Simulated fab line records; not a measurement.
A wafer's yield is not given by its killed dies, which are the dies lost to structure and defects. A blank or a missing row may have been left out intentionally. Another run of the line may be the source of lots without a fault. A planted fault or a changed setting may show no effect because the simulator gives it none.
fab line records | flow gf180mcu
record lots=5 wafers=15 lastDay=34
route steps=602 shown MVPSD@84 VT_IMPLANT@90
lots untouched by any fault: they come from a run of this same line in which no faults occurred
startH: start of the lot's first displayed wafer, in hours after the record's first day | waitH: hours from the lot's prior step to this one | " identical to the entry in the row above | L1.1+2: a row that stands for several wafers | - no value, or no start given | * or withheld: withheld | < > ~ a bound
route shown NAME@n: a module of which the file shows steps, and the number in the route of the first | usual: average and standard deviation across the fault-free wafers | same: alike in all rows | chamber/n: place in a boat | sites: each site's reading | _std_site: standard deviation across them | _edge_site: mean of outer sites minus mean of inner sites | radiusMm: for every site, how far away it sits from the centre of the wafer | mask NAME#n: copy n | behind: the most recent tool/chamber to have shaped the wafer | hold: cause of the lot's hold/its duration in hours/its outcome | device: names the non-switching transistor (n, p or np) | end of line: the route-end tests of the same wafers | a step given without rows: its recipe and nothing more | killed: count of dies lost to structure and defects at first sort (not the wafer's yield) | map: per-die view of a wafer (x killed, . not killed, _ where there is no die)
set.NAME: the setting that was run; set.NAME@STEP: the one run at that earlier step | model.NAME: the simulator's own value behind a step, which no gauge read
certain route steps with their lots: each step a table, each wafer a row
services: the hour from which a tool's chamber was out of use, counted from the record's first day as startH (under 0 if before that day), plus the number of hours and why
## steps
# step GF_MVPSD_DEVELOP_06
# recipe wallAngleDeg=90 developTimeS=60 devTempC=23
# columns lot.wafer tool chamber startH waitH
L078.3+4+5 lithoTrack-03 0 - -
L080.1+2+6 lithoTrack-04 0 - -
L083.2+3+4 lithoTrack-04 0 - -
L085.1+3+6 lithoTrack-04 0 - -
L097.1+2+6 lithoTrack-02 0 - -
# step GF_MVPSD_OVL_MEAS_07
# usual MVPSD_OVL=0.4/1.5
# columns lot.wafer tool chamber startH waitH MVPSD_OVL[nm]
L078.3 overlay-02 - 119.69 - -0.8
L078.4 " - " " 0.4
L078.5 " - " " -0.5
L080.1 overlay-02 - 134.14 - 2.9
L080.2 " - " " 3.1
L080.6 " - " " 2.8
L083.2 overlay-01 - 152.15 - 0.3
L083.3 " - " " -0.1
L083.4 " - " " -0.8
L085.1 overlay-01 - 162.19 - 2.1
L085.3 " - " " 0.0
L085.6 " - " " 1.1
L097.1 overlay-02 - 233.45 - -1.1
L097.2 " - " " 0.2
L097.6 " - " " -0.8
# step GF_MVPSD_IMPLANT_08
# recipe species=B energyKev=170 doseCm2=1.5e+13 tiltDeg=0
# columns lot.wafer tool chamber startH waitH
L078.3+4+5 implanter-02 0 119.76 0.1
L080.1+2+6 implanter-01 0 134.18 0.0
L083.2+3+4 implanter-01 0 152.20 0.0
L085.1+3+6 implanter-02 0 162.23 0.0
L097.1+2+6 implanter-04 0 233.49 0.0
# step GF_MVPSD_IMPLANT_09
# recipe species=B energyKev=40 doseCm2=5e+12 tiltDeg=0
# columns lot.wafer tool chamber startH waitH
L078.3+4+5 implanter-02 0 119.91 0.1
L080.1+2+6 implanter-01 0 134.33 0.1
L083.2+3+4 implanter-01 0 152.35 0.1
L085.1+3+6 implanter-02 0 162.38 0.1
L097.1+2+6 implanter-04 0 233.64 0.1
# step GF_MVPSD_STRIP_10
# recipe chemistry=O2/N2 powerW=1400 pressureMtorr=1500 platenTempC=250 o2FlowSccm=3000 n2FlowSccm=300 overashFraction=0.5
# usual chamberPressureMTorr=1500.1/1.5 drypumpMotorCurrentA=5.4/0.32 heaterPowerW=352/46 oesProductAu=0.722/0.0047 stripTimeToEndpointS=36.92/0.11
# columns lot.wafer tool chamber startH waitH chamberPressureMTorr drypumpMotorCurrentA heaterPowerW oesProductAu rfHoursCounterH stripTimeToEndpointS
L078.3 plasmaAsher-02 1 120.04 0.1 1500.8 5.7 327 0.714 - 36.82
L078.4 " 0 " " 1500.1 5.9 368 0.720 - 36.77
L078.5 " 0 " " 1498.8 5.9 367 0.720 - 36.68
L080.1 plasmaAsher-04 1 134.48 0.1 1500.1 5.2 422 0.718 51 36.99
L080.2 " 0 " " 1500.8 5.0 301 0.718 51 36.80
L080.6 " 0 " " 1501.9 5.1 299 0.723 - 36.92
L083.2 plasmaAsher-02 1 152.48 0.1 1498.8 5.7 321 0.714 37 37.02
L083.3 " 0 " " 1497.4 5.9 361 0.725 - 36.91
L083.4 " 1 " " 1499.7 5.7 326 0.723 - 36.96
L085.1 plasmaAsher-02 1 162.53 0.1 1499.5 5.7 331 0.720 38 36.83
L085.3 " 1 " " 1502.9 5.7 323 0.735 - 36.84
L085.6 " 0 " " 1499.9 5.9 367 0.723 - 36.63
L097.1 plasmaAsher-02 0 233.79 0.1 1501.7 5.9 370 0.726 46 37.10
L097.2 " 1 " " 1504.6 5.7 331 0.723 46 37.15
L097.6 " 1 " " 1499.8 5.7 327 0.720 - 37.09
# step GF_MVPSD_TW_MEAS_11
# usual MVPSD_TW=557/7.3
# columns lot.wafer tool chamber startH waitH MVPSD_TW
L078.3 filmMetro-03 - 120.13 0.1 565
L078.4 " - " " 565
L078.5 " - " " 566
L080.1 filmMetro-01 - 134.58 0.1 552
L080.2 " - " " 551
L080.6 " - " " 550
L083.2 filmMetro-04 - 152.59 0.1 546
L083.3 " - " " 551
L083.4 " - " " 549
L085.1 filmMetro-03 - 162.63 0.1 562
L085.3 " - " " 563
L085.6 " - " " 565
L097.1 filmMetro-03 - 233.89 0.1 562
L097.2 " - " " 563
L097.6 " - " " 566
# step GF_VT_IMPLANT_DEHYDRATE_00
# recipe tempC=200 timeS=60
# columns lot.wafer tool chamber startH waitH
L078.3+4+5 lithoTrack-01 0 126.83 6.7
L080.1+2+6 lithoTrack-01 0 141.68 7.1
L083.2+3+4 lithoTrack-02 0 159.98 7.4
L085.1+3+6 lithoTrack-01 0 170.03 7.4
L097.1+2+6 lithoTrack-04 0 242.24 8.3
# step GF_VT_IMPLANT_HMDS_01
# recipe primeTimeS=60 primeTempC=120
# columns lot.wafer tool chamber startH waitH
L078.3+4+5 lithoTrack-01 0 126.98 0.1
L080.1+2+6 lithoTrack-01 0 141.83 0.1
L083.2+3+4 lithoTrack-02 0 160.13 0.1
L085.1+3+6 lithoTrack-01 0 170.18 0.1
L097.1+2+6 lithoTrack-04 0 242.39 0.1
# step GF_VT_IMPLANT_COAT_02
# recipe resist=NOVOLAK spinRpm=3000 resistThkNm=1000
# columns lot.wafer tool chamber startH waitH
L078.3+4+5 lithoTrack-01 0 127.13 0.1
L080.1+2+6 lithoTrack-01 0 141.98 0.1
L083.2+3+4 lithoTrack-02 0 160.28 0.1
L085.1+3+6 lithoTrack-01 0 170.33 0.1
L097.1+2+6 lithoTrack-04 0 242.54 0.1
# step GF_VT_IMPLANT_SOFTBAKE_03
# recipe tempC=90 timeS=60 resist=NOVOLAK
# columns lot.wafer tool chamber startH waitH
L078.3+4+5 lithoTrack-01 0 127.28 0.1
L080.1+2+6 lithoTrack-01 0 142.13 0.1
L083.2+3+4 lithoTrack-02 0 160.43 0.1
L085.1+3+6 lithoTrack-01 0 170.48 0.1
L097.1+2+6 lithoTrack-04 0 242.69 0.1
# step GF_VT_IMPLANT_EXPOSE_04
# recipe maskId=LVPWELL_LV_AREA targetCdNm=600 na=0.6 sourceShape=conventional sigmaOuter=0.6 doseMj=140
# columns lot.wafer tool chamber startH waitH mask
L078.3+4+5 ilineStepper-01 0 - - LVPWELL_LV_AREA#0
L080.1+2+6 ilineStepper-02 0 - - LVPWELL_LV_AREA#0
L083.2+3+4 ilineStepper-02 0 - - LVPWELL_LV_AREA#0
L085.1+3+6 ilineStepper-02 0 - - LVPWELL_LV_AREA#0
L097.1+2+6 ilineStepper-02 0 - - LVPWELL_LV_AREA#0
# step GF_VT_IMPLANT_PEB_05
# recipe tempC=withheld timeS=* resist=NOVOLAK
# columns lot.wafer tool chamber startH waitH
L078.3+4+5 lithoTrack-04 0 - -
L080.1+2+6 lithoTrack-04 0 - -
L083.2+3+4 lithoTrack-04 0 - -
L085.1+3+6 lithoTrack-02 0 - -
L097.1+2+6 lithoTrack-04 0 - -
# step GF_VT_IMPLANT_DEVELOP_06
# recipe developTimeS=60 devTempC=23
# columns lot.wafer tool chamber startH waitH
L078.3+4+5 lithoTrack-04 0 134.34 0.1
L080.1+2+6 lithoTrack-04 0 149.04 0.1
L083.2+3+4 lithoTrack-04 0 168.12 0.1
L085.1+3+6 lithoTrack-02 0 178.40 0.1
L097.1+2+6 lithoTrack-04 0 251.84 0.1
# step GF_VT_IMPLANT_OVL_MEAS_07
# usual VT_IMPLANT_OVL=-0.8/1.5
# columns lot.wafer tool chamber startH waitH VT_IMPLANT_OVL[nm]
L078.3 overlay-02 - 134.46 0.1 -2.6
L078.4 " - " " 1.3
L078.5 " - " " 0.4
L080.1 overlay-01 - 149.19 0.1 -0.2
L080.2 " - " " -0.6
L080.6 " - " " -0.5
L083.2 overlay-02 - 168.25 0.1 1.7
L083.3 " - " " 0.6
L083.4 " - " " 0.7
L085.1 overlay-02 - 178.55 0.1 -1.2
L085.3 " - " " 0.2
L085.6 " - " " -0.4
L097.1 overlay-01 - 251.99 0.1 -1.3
L097.2 " - " " -1.5
L097.6 " - " " -3.6
# step GF_VT_IMPLANT_IMPLANT_08
# recipe species=BF2 energyKev=20 doseCm2=8.29e+12 tiltDeg=7
# columns lot.wafer tool chamber startH waitH
L078.3+4+5 implanter-03 0 134.53 0.1
L080.1+2+6 implanter-04 0 149.23 0.0
L083.2+3+4 implanter-01 0 168.30 0.0
L085.1+3+6 implanter-01 0 178.59 0.0
L097.1+2+6 implanter-03 0 252.03 0.0
# step GF_VT_IMPLANT_STRIP_09
# recipe chemistry=O2/N2 powerW=1400 pressureMtorr=1500 platenTempC=250 o2FlowSccm=3000 n2FlowSccm=300 overashFraction=0.5
# usual chamberPressureMTorr=1500.0/1.4 drypumpMotorCurrentA=5.7/0.55 heaterPowerW=359/51 oesProductAu=0.716/0.004 stripTimeToEndpointS=12.63/0.033
# columns lot.wafer tool chamber startH waitH chamberPressureMTorr drypumpMotorCurrentA heaterPowerW oesProductAu rfHoursCounterH stripTimeToEndpointS
L078.3 plasmaAsher-01 0 134.66 0.1 1499.5 6.6 423 0.706 - 12.63
L078.4 " 1 " " 1500.5 6.0 318 0.715 - 12.69
L078.5 " 0 " " 1501.3 6.7 416 0.721 - 12.65
L080.1 plasmaAsher-02 1 149.38 0.1 1500.0 5.7 325 0.715 37 12.68
L080.2 " 0 " " 1500.8 5.9 361 0.720 37 12.68
L080.6 " 1 " " 1499.0 5.7 329 0.711 - 12.68
L083.2 plasmaAsher-04 1 168.43 0.1 1501.2 5.2 434 0.721 54 12.60
L083.3 " 0 " " 1496.3 5.0 293 0.713 - 12.56
L083.4 " 1 " " 1500.6 5.2 431 0.717 - 12.56
L085.1 plasmaAsher-04 0 178.74 0.1 1498.5 5.0 298 0.712 55 12.67
L085.3 " 0 " " 1500.6 5.1 295 0.722 - 12.67
L085.6 " 0 " " 1501.1 5.0 300 0.714 - 12.61
L097.1 plasmaAsher-04 1 252.18 0.1 1500.1 5.2 433 0.718 63 12.61
L097.2 " 0 " " 1499.4 5.1 300 0.713 63 12.63
L097.6 " 1 " " 1499.9 5.2 426 0.716 - 12.62
# step GF_VT_IMPLANT_TW_MEAS_10
# usual VT_IMPLANT_TW=565/6.1
# columns lot.wafer tool chamber startH waitH VT_IMPLANT_TW
L078.3 filmMetro-04 - 134.75 0.1 563
L078.4 " - " " 560
L078.5 " - " " 560
L080.1 filmMetro-02 - 149.48 0.1 559
L080.2 " - " " 561
L080.6 " - " " 560
L083.2 filmMetro-02 - 168.54 0.1 562
L083.3 " - " " 562
L083.4 " - " " 559
L085.1 filmMetro-04 - 178.84 0.1 563
L085.3 " - " " 562
L085.6 " - " " 563
L097.1 filmMetro-04 - 252.28 0.1 561
L097.2 " - " " 560
L097.6 " - " " 559
# step GF_VT_IMPLANT_DEHYDRATE_11
# recipe tempC=200 timeS=60
# columns lot.wafer tool chamber startH waitH
L078.3+4+5 lithoTrack-01 0 142.33 7.6
L080.1+2+6 lithoTrack-04 0 156.74 7.3
L083.2+3+4 lithoTrack-01 0 176.51 8.0
L085.1+3+6 lithoTrack-04 0 186.14 7.3
L097.1+2+6 lithoTrack-02 0 260.90 8.6
# step GF_VT_IMPLANT_HMDS_12
# recipe primeTimeS=60 primeTempC=120
# columns lot.wafer tool chamber startH waitH
L078.3+4+5 lithoTrack-01 0 142.48 0.1
L080.1+2+6 lithoTrack-04 0 156.89 0.1
L083.2+3+4 lithoTrack-01 0 176.66 0.1
L085.1+3+6 lithoTrack-04 0 186.29 0.1
L097.1+2+6 lithoTrack-02 0 261.05 0.1
# step GF_VT_IMPLANT_COAT_13
# recipe resist=NOVOLAK spinRpm=3000 resistThkNm=1000
# columns lot.wafer tool chamber startH waitH
L078.3+4+5 lithoTrack-01 0 142.63 0.1
L080.1+2+6 lithoTrack-04 0 157.04 0.1
L083.2+3+4 lithoTrack-01 0 176.81 0.1
L085.1+3+6 lithoTrack-04 0 186.44 0.1
L097.1+2+6 lithoTrack-02 0 261.20 0.1
# step GF_VT_IMPLANT_SOFTBAKE_14
# recipe tempC=90 timeS=60 resist=NOVOLAK
# columns lot.wafer tool chamber startH waitH
L078.3+4+5 lithoTrack-01 0 142.78 0.1
L080.1+2+6 lithoTrack-04 0 157.19 0.1
L083.2+3+4 lithoTrack-01 0 176.96 0.1
L085.1+3+6 lithoTrack-04 0 186.59 0.1
L097.1+2+6 lithoTrack-02 0 261.35 0.1
# step GF_VT_IMPLANT_EXPOSE_15
# recipe maskId=Nwell_LV_AREA targetCdNm=860 na=0.6 sourceShape=conventional sigmaOuter=0.6 doseMj=140
# columns lot.wafer tool chamber startH waitH mask
L078.3+4+5 ilineStepper-01 0 - - Nwell_LV_AREA#0
L080.1+2+6 ilineStepper-01 0 - - Nwell_LV_AREA#0
L083.2+3+4 ilineStepper-02 0 - - Nwell_LV_AREA#0
L085.1+3+6 ilineStepper-02 0 - - Nwell_LV_AREA#0
L097.1+2+6 ilineStepper-02 0 - - Nwell_LV_AREA#0
# step GF_VT_IMPLANT_PEB_16
# recipe tempC=withheld timeS=* resist=NOVOLAK
# columns lot.wafer tool chamber startH waitH
L078.3+4+5 lithoTrack-04 0 - -
L080.1+2+6 lithoTrack-01 0 - -
L083.2+3+4 lithoTrack-01 0 - -
L085.1+3+6 lithoTrack-01 0 - -
L097.1+2+6 lithoTrack-02 0 - -
# step GF_VT_IMPLANT_DEVELOP_17
# recipe developTimeS=60 devTempC=23
# columns lot.wafer tool chamber startH waitH
L078.3+4+5 lithoTrack-04 0 149.69 0.1
L080.1+2+6 lithoTrack-01 0 164.88 0.1
L083.2+3+4 lithoTrack-01 0 185.26 0.1
L085.1+3+6 lithoTrack-01 0 195.18 0.1
L097.1+2+6 lithoTrack-02 0 270.40 0.1
# step GF_VT_IMPLANT_OVL_MEAS_18
# usual VT_IMPLANT_01_OVL=-0.7/1.5
# columns lot.wafer tool chamber startH waitH VT_IMPLANT_01_OVL[nm]
L078.3 overlay-01 - 149.81 0.1 -1.0
L078.4 " - " " 0.8
L078.5 " - " " 0.1
L080.1 overlay-02 - 165.03 0.1 0.2
L080.2 " - " " -0.5
L080.6 " - " " 1.5
L083.2 overlay-02 - 185.39 0.1 -1.1
L083.3 " - " " -0.9
L083.4 " - " " -1.7
L085.1 overlay-02 - 195.33 0.1 0.1
L085.3 " - " " -0.6
L085.6 " - " " 0.3
L097.1 overlay-01 - 270.55 0.1 -1.9
L097.2 " - " " -3.2
L097.6 " - " " -1.5
# step GF_VT_IMPLANT_IMPLANT_19
# recipe species=As energyKev=100 doseCm2=4.35e+12 tiltDeg=7
# columns lot.wafer tool chamber startH waitH
L078.3+4+5 implanter-01 0 149.88 0.1
L080.1+2+6 implanter-01 0 165.07 0.0
L083.2+3+4 implanter-03 0 185.44 0.0
L085.1+3+6 implanter-01 0 195.37 0.0
L097.1+2+6 implanter-01 0 270.58 0.0
# step GF_VT_IMPLANT_STRIP_20
# recipe chemistry=O2/N2 powerW=1400 pressureMtorr=1500 platenTempC=250 o2FlowSccm=3000 n2FlowSccm=300 overashFraction=0.5
# usual chamberPressureMTorr=1499.9/1.4 drypumpMotorCurrentA=5.7/0.45 heaterPowerW=356/43 oesProductAu=0.716/0.0046 stripTimeToEndpointS=12.62/0.032
# columns lot.wafer tool chamber startH waitH chamberPressureMTorr drypumpMotorCurrentA heaterPowerW oesProductAu rfHoursCounterH stripTimeToEndpointS
L078.3 plasmaAsher-04 1 150.01 0.1 1502.4 5.2 434 0.716 - 12.60
L078.4 " 0 " " 1500.6 5.0 306 0.717 - 12.62
L078.5 " 1 " " 1499.2 5.2 437 0.714 - 12.61
L080.1 plasmaAsher-02 0 165.22 0.1 1499.6 5.9 361 0.718 39 12.66
L080.2 " 1 " " 1499.8 5.7 337 0.712 39 12.67
L080.6 " 0 " " 1501.8 5.9 365 0.723 - 12.68
L083.2 plasmaAsher-02 0 185.57 0.1 1500.4 5.9 367 0.723 41 12.59
L083.3 " 0 " " 1501.9 5.9 370 0.718 - 12.59
L083.4 " 1 " " 1501.6 5.7 324 0.721 - 12.55
L085.1 plasmaAsher-04 1 195.52 0.1 1503.0 5.2 430 0.709 57 12.66
L085.3 " 0 " " 1501.3 5.0 292 0.717 - 12.61
L085.6 " 0 " " 1498.5 5.0 301 0.715 - 12.64
L097.1 plasmaAsher-01 1 270.73 0.1 1501.5 6.0 320 0.722 62 12.61
L097.2 " 0 " " 1497.3 6.7 417 0.712 62 12.67
L097.6 " 0 " " 1499.9 6.7 414 0.728 - 12.62
# step GF_VT_IMPLANT_TW_MEAS_21
# usual VT_IMPLANT_2_TW=1217/15
# columns lot.wafer tool chamber startH waitH VT_IMPLANT_2_TW
L078.3 filmMetro-04 - 150.10 0.1 1209
L078.4 " - " " 1209
L078.5 " - " " 1209
L080.1 filmMetro-03 - 165.32 0.1 1237
L080.2 " - " " 1235
L080.6 " - " " 1234
L083.2 filmMetro-02 - 185.68 0.1 1203
L083.3 " - " " 1212
L083.4 " - " " 1199
L085.1 filmMetro-04 - 195.62 0.1 1208
L085.3 " - " " 1214
L085.6 " - " " 1211
L097.1 filmMetro-04 - 270.83 0.1 1211
L097.2 " - " " 1211
L097.6 " - " " 1208
# step GF_VT_IMPLANT_DEHYDRATE_22
# recipe tempC=200 timeS=60
# columns lot.wafer tool chamber startH waitH
L078.3+4+5 lithoTrack-04 0 158.04 7.9
L080.1+2+6 lithoTrack-01 0 171.98 6.7
L083.2+3+4 lithoTrack-04 0 193.32 7.6
L085.1+3+6 lithoTrack-04 0 203.39 7.8
L097.1+2+6 lithoTrack-04 0 279.99 9.1
# step GF_VT_IMPLANT_HMDS_23
# recipe primeTimeS=60 primeTempC=120
# columns lot.wafer tool chamber startH waitH
L078.3+4+5 lithoTrack-04 0 158.19 0.1
L080.1+2+6 lithoTrack-01 0 172.13 0.1
L083.2+3+4 lithoTrack-04 0 193.47 0.1
L085.1+3+6 lithoTrack-04 0 203.54 0.1
L097.1+2+6 lithoTrack-04 0 280.14 0.1
# step GF_VT_IMPLANT_COAT_24
# recipe resist=NOVOLAK spinRpm=3000 resistThkNm=1000
# columns lot.wafer tool chamber startH waitH
L078.3+4+5 lithoTrack-04 0 158.34 0.1
L080.1+2+6 lithoTrack-01 0 172.28 0.1
L083.2+3+4 lithoTrack-04 0 193.62 0.1
L085.1+3+6 lithoTrack-04 0 203.69 0.1
L097.1+2+6 lithoTrack-04 0 280.29 0.1
# step GF_VT_IMPLANT_SOFTBAKE_25
# recipe tempC=90 timeS=60 resist=NOVOLAK
# columns lot.wafer tool chamber startH waitH
L078.3+4+5 lithoTrack-04 0 158.49 0.1
L080.1+2+6 lithoTrack-01 0 172.43 0.1
L083.2+3+4 lithoTrack-04 0 193.77 0.1
L085.1+3+6 lithoTrack-04 0 203.84 0.1
L097.1+2+6 lithoTrack-04 0 280.44 0.1
# step GF_VT_IMPLANT_EXPOSE_26
# recipe maskId=LVPWELL_HV_AREA targetCdNm=860 na=0.6 sourceShape=conventional sigmaOuter=0.6 doseMj=140
# columns lot.wafer tool chamber startH waitH mask
L078.3+4+5 ilineStepper-01 0 - - LVPWELL_HV_AREA#0
L080.1+2+6 ilineStepper-02 0 - - LVPWELL_HV_AREA#0
L083.2+3+4 ilineStepper-01 0 - - LVPWELL_HV_AREA#0
L085.1+3+6 ilineStepper-02 0 - - LVPWELL_HV_AREA#0
L097.1+2+6 ilineStepper-02 0 - - LVPWELL_HV_AREA#0
# step GF_VT_IMPLANT_PEB_27
# recipe tempC=withheld timeS=* resist=NOVOLAK
# columns lot.wafer tool chamber startH waitH
L078.3+4+5 lithoTrack-04 0 - -
L080.1+2+6 lithoTrack-01 0 - -
L083.2+3+4 lithoTrack-04 0 - -
L085.1+3+6 lithoTrack-02 0 - -
L097.1+2+6 lithoTrack-02 0 - -
# step GF_VT_IMPLANT_DEVELOP_28
# recipe developTimeS=60 devTempC=23
# columns lot.wafer tool chamber startH waitH
L078.3+4+5 lithoTrack-04 0 165.94 0.1
L080.1+2+6 lithoTrack-01 0 180.63 0.1
L083.2+3+4 lithoTrack-04 0 202.07 0.1
L085.1+3+6 lithoTrack-02 0 212.20 0.1
L097.1+2+6 lithoTrack-02 0 289.95 0.1
# step GF_VT_IMPLANT_OVL_MEAS_29
# usual VT_IMPLANT_02_OVL=-0.5/1.2
# columns lot.wafer tool chamber startH waitH VT_IMPLANT_02_OVL[nm]
L078.3 overlay-02 - 166.06 0.1 -0.8
L078.4 " - " " -0.5
L078.5 " - " " -0.4
L080.1 overlay-01 - 180.78 0.1 -0.8
L080.2 " - " " -1.9
L080.6 " - " " 0.9
L083.2 overlay-02 - 202.20 0.1 -0.4
L083.3 " - " " 0.1
L083.4 " - " " 0.0
L085.1 overlay-01 - 212.35 0.1 0.0
L085.3 " - " " -1.3
L085.6 " - " " 0.7
L097.1 overlay-01 - 290.10 0.1 0.2
L097.2 " - " " -1.5
L097.6 " - " " -2.4
# step GF_VT_IMPLANT_IMPLANT_30
# recipe species=B energyKev=25 doseCm2=2.534e+12 tiltDeg=7
# columns lot.wafer tool chamber startH waitH
L078.3+4+5 implanter-03 0 166.13 0.1
L080.1+2+6 implanter-04 0 180.82 0.0
L083.2+3+4 implanter-04 0 202.25 0.0
L085.1+3+6 implanter-04 0 212.39 0.0
L097.1+2+6 implanter-03 0 290.13 0.0
# step GF_VT_IMPLANT_STRIP_31
# recipe chemistry=O2/N2 powerW=1400 pressureMtorr=1500 platenTempC=250 o2FlowSccm=3000 n2FlowSccm=300 overashFraction=0.5
# usual chamberPressureMTorr=1500.1/1.5 drypumpMotorCurrentA=5.8/0.54 heaterPowerW=359/49 oesProductAu=0.716/0.0043 stripTimeToEndpointS=12.623/0.026
# columns lot.wafer tool chamber startH waitH chamberPressureMTorr drypumpMotorCurrentA heaterPowerW oesProductAu rfHoursCounterH stripTimeToEndpointS
L078.3 plasmaAsher-02 1 166.26 0.1 1498.9 5.7 329 0.715 - 12.676
L078.4 " 0 " " 1501.5 5.9 370 0.727 - 12.660
L078.5 " 0 " " 1500.1 5.9 361 0.717 - 12.680
L080.1 plasmaAsher-01 0 180.97 0.1 1500.1 6.7 405 0.713 52 12.663
L080.2 " 1 " " 1501.7 6.0 318 0.710 52 12.632
L080.6 " 0 " " 1500.6 6.7 419 0.710 - 12.636
L083.2 plasmaAsher-02 1 202.38 0.1 1498.7 5.7 317 0.717 43 12.572
L083.3 " 0 " " 1500.4 5.9 362 0.721 - 12.613
L083.4 " 1 " " 1500.1 5.7 338 0.715 - 12.593
L085.1 plasmaAsher-02 0 212.54 0.1 1497.8 5.9 360 0.715 44 12.616
L085.3 " 0 " " 1502.4 5.9 362 0.722 - 12.611
L085.6 " 1 " " 1500.5 5.7 326 0.712 - 12.595
L097.1 plasmaAsher-02 0 290.28 0.1 1502.8 5.9 363 0.705 52 12.622
L097.2 " 1 " " 1498.0 5.7 326 0.715 52 12.605
L097.6 " 0 " " 1498.8 5.9 362 0.710 - 12.621
# step GF_VT_IMPLANT_TW_MEAS_32
# usual VT_IMPLANT_3_TW=269/3.2
# columns lot.wafer tool chamber startH waitH VT_IMPLANT_3_TW
L078.3 filmMetro-02 - 166.35 0.1 266
L078.4 " - " " 268
L078.5 " - " " 267
L080.1 filmMetro-02 - 181.07 0.1 267
L080.2 " - " " 266
L080.6 " - " " 265
L083.2 filmMetro-04 - 202.49 0.1 269
L083.3 " - " " 269
L083.4 " - " " 267
L085.1 filmMetro-03 - 212.64 0.1 274
L085.3 " - " " 274
L085.6 " - " " 276
L097.1 filmMetro-04 - 290.38 0.1 269
L097.2 " - " " 268
L097.6 " - " " 269
# step GF_VT_IMPLANT_DEHYDRATE_33
# recipe tempC=200 timeS=60
# columns lot.wafer tool chamber startH waitH
L078.3+4+5 lithoTrack-01 0 173.53 7.2
L080.1+2+6 lithoTrack-01 0 189.13 8.1
L083.2+3+4 lithoTrack-01 0 209.71 7.2
L085.1+3+6 lithoTrack-04 0 220.79 8.1
L097.1+2+6 lithoTrack-04 0 299.69 9.3
# step GF_VT_IMPLANT_HMDS_34
# recipe primeTimeS=60 primeTempC=120
# columns lot.wafer tool chamber startH waitH
L078.3+4+5 lithoTrack-01 0 173.68 0.1
L080.1+2+6 lithoTrack-01 0 189.28 0.1
L083.2+3+4 lithoTrack-01 0 209.86 0.1
L085.1+3+6 lithoTrack-04 0 220.94 0.1
L097.1+2+6 lithoTrack-04 0 299.84 0.1
# step GF_VT_IMPLANT_COAT_35
# recipe resist=NOVOLAK spinRpm=3000 resistThkNm=1000
# columns lot.wafer tool chamber startH waitH
L078.3+4+5 lithoTrack-01 0 173.83 0.1
L080.1+2+6 lithoTrack-01 0 189.43 0.1
L083.2+3+4 lithoTrack-01 0 210.01 0.1
L085.1+3+6 lithoTrack-04 0 221.09 0.1
L097.1+2+6 lithoTrack-04 0 299.99 0.1
# step GF_VT_IMPLANT_SOFTBAKE_36
# recipe tempC=90 timeS=60 resist=NOVOLAK
# columns lot.wafer tool chamber startH waitH
L078.3+4+5 lithoTrack-01 0 173.98 0.1
L080.1+2+6 lithoTrack-01 0 189.58 0.1
L083.2+3+4 lithoTrack-01 0 210.16 0.1
L085.1+3+6 lithoTrack-04 0 221.24 0.1
L097.1+2+6 lithoTrack-04 0 300.14 0.1
# step GF_VT_IMPLANT_EXPOSE_37
# recipe maskId=Nwell_HV_AREA targetCdNm=860 na=0.6 sourceShape=conventional sigmaOuter=0.6 doseMj=140
# columns lot.wafer tool chamber startH waitH mask
L078.3+4+5 ilineStepper-02 0 - - Nwell_HV_AREA#0
L080.1+2+6 ilineStepper-02 0 - - Nwell_HV_AREA#0
L083.2+3+4 ilineStepper-01 0 - - Nwell_HV_AREA#0
L085.1+3+6 ilineStepper-02 0 - - Nwell_HV_AREA#0
L097.1+2+6 ilineStepper-02 0 - - Nwell_HV_AREA#0
# step GF_VT_IMPLANT_PEB_38
# recipe tempC=withheld timeS=* resist=NOVOLAK
# columns lot.wafer tool chamber startH waitH
L078.3+4+5 lithoTrack-01 0 - -
L080.1+2+6 lithoTrack-02 0 - -
L083.2+3+4 lithoTrack-01 0 - -
L085.1+3+6 lithoTrack-02 0 - -
L097.1+2+6 lithoTrack-02 0 - -
# step GF_VT_IMPLANT_DEVELOP_39
# recipe developTimeS=60 devTempC=23
# columns lot.wafer tool chamber startH waitH
L078.3+4+5 lithoTrack-01 0 182.33 0.1
L080.1+2+6 lithoTrack-02 0 198.10 0.1
L083.2+3+4 lithoTrack-01 0 219.16 0.1
L085.1+3+6 lithoTrack-02 0 229.10 0.1
L097.1+2+6 lithoTrack-02 0 310.30 0.1
# step GF_VT_IMPLANT_OVL_MEAS_40
# usual VT_IMPLANT_03_OVL=0.5/1.4
# columns lot.wafer tool chamber startH waitH VT_IMPLANT_03_OVL[nm]
L078.3 overlay-01 - 182.44 0.1 -1.0
L078.4 " - " " 0.6
L078.5 " - " " -1.2
L080.1 overlay-02 - 198.25 0.1 2.1
L080.2 " - " " 2.5
L080.6 " - " " 1.9
L083.2 overlay-02 - 219.29 0.1 1.3
L083.3 " - " " 1.1
L083.4 " - " " 1.1
L085.1 overlay-01 - 229.25 0.1 2.5
L085.3 " - " " 1.8
L085.6 " - " " 1.8
L097.1 overlay-02 - 310.45 0.1 3.8
L097.2 " - " " 2.4
L097.6 " - " " 3.6
# step GF_VT_IMPLANT_IMPLANT_41
# recipe species=As energyKev=70 doseCm2=1.013e+12 tiltDeg=7
# columns lot.wafer tool chamber startH waitH
L078.3+4+5 implanter-03 0 182.52 0.1
L080.1+2+6 implanter-04 0 198.29 0.0
L083.2+3+4 implanter-03 0 219.34 0.0
L085.1+3+6 implanter-01 0 229.29 0.0
L097.1+2+6 implanter-04 0 310.48 0.0
## services
# columns tool chamber startH hours kind
implanter-02 - 95.70 4.4 repair
implanter-01 - 103.44 7.4 repair
ilineStepper-01 - 112.72 1.7 pm
plasmaAsher-01 - 112.94 14.6 pm
implanter-04 - 114.42 19.8 repair
implanter-01 - 126.70 2.0 repair
implanter-01 - 154.88 2.6 pm
implanter-01 - 196.72 4.2 repair
implanter-03 - 200.41 5.9 repair
ilineStepper-02 - 207.35 1.7 pm
implanter-04 - 213.39 3.5 repair
implanter-03 - 230.42 2.5 repair
implanter-04 - 252.15 2.7 pm
implanter-03 - 277.28 4.8 repair
plasmaAsher-01 - 282.93 7.6 repair
implanter-04 - 294.22 3.1 repair
implanter-03 - 301.41 5.2 repair
plasmaAsher-02 - 304.14 4.3 repair
## key
fault none
